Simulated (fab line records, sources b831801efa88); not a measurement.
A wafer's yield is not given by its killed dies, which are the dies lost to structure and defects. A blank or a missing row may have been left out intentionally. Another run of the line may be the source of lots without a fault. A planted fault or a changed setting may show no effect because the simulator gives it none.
2 desks looking at one fault :: flow sfqLine :: every desk sees just its own numbers, and what lay behind them comes last

== DESK OF THE TOOL OWNER: lithoTrack-02 ==
The tool's own readings at SFQ_TRILAYER_M8_LITHO_COAT_193 (resist thk 600 nm): means of the sampled wafers that have a number, for each lot that ran on this tool. Marked OUT: a lot whose mean sits more than 4 standard deviations from the usual mean, which makes it out of limits; the brackets give that distance.
Columns: A = dispensePressureKPa at SFQ_TRILAYER_M8_LITHO_COAT_193, usual 49 kPa
lot: L193
first seen here: day 69 14:00
A: 55

lot: L201
first seen here: day 71 17:00
A: 56

lot: L204
first seen here: day 72 23:00
A: 56
Result from this desk: across the 3 lots, nothing is out of limits.

== THE METROLOGY DESK ==
Lot by lot, what the gauges showed, no matter which tool ran the lot: averages of those sampled wafers that carry a number. Marked OUT: a lot whose mean sits more than 4 standard deviations from the usual mean, which makes it out of limits; the brackets give that distance.
Columns: A = I7_OVL at SFQ_I7_OVL_MEAS_947, usual 1 nm; B = M8_OVL at SFQ_M8_OVL_MEAS_948, usual -1 nm
lot: L193
first seen here: day 69 12:51
A: 8
B: 0

lot: L201
first seen here: day 71 15:23
A: 6
B: -6

lot: L204
first seen here: day 72 21:26
A: 2
B: 2

lot: L207
first seen here: day 73 08:15
A: -7
B: -10

lot: L211
first seen here: day 74 02:15
A: -4
B: -2

lot: L212
first seen here: day 74 05:50
A: 6
B: -2
Result from this desk: across the 6 lots, nothing is out of limits.

== PUT TOGETHER ==
The tool owner's desk saw nothing out of limits.
Metrology desk: nothing out of limits seen.

== WHAT THE SIMULATOR HAD INSERTED ==
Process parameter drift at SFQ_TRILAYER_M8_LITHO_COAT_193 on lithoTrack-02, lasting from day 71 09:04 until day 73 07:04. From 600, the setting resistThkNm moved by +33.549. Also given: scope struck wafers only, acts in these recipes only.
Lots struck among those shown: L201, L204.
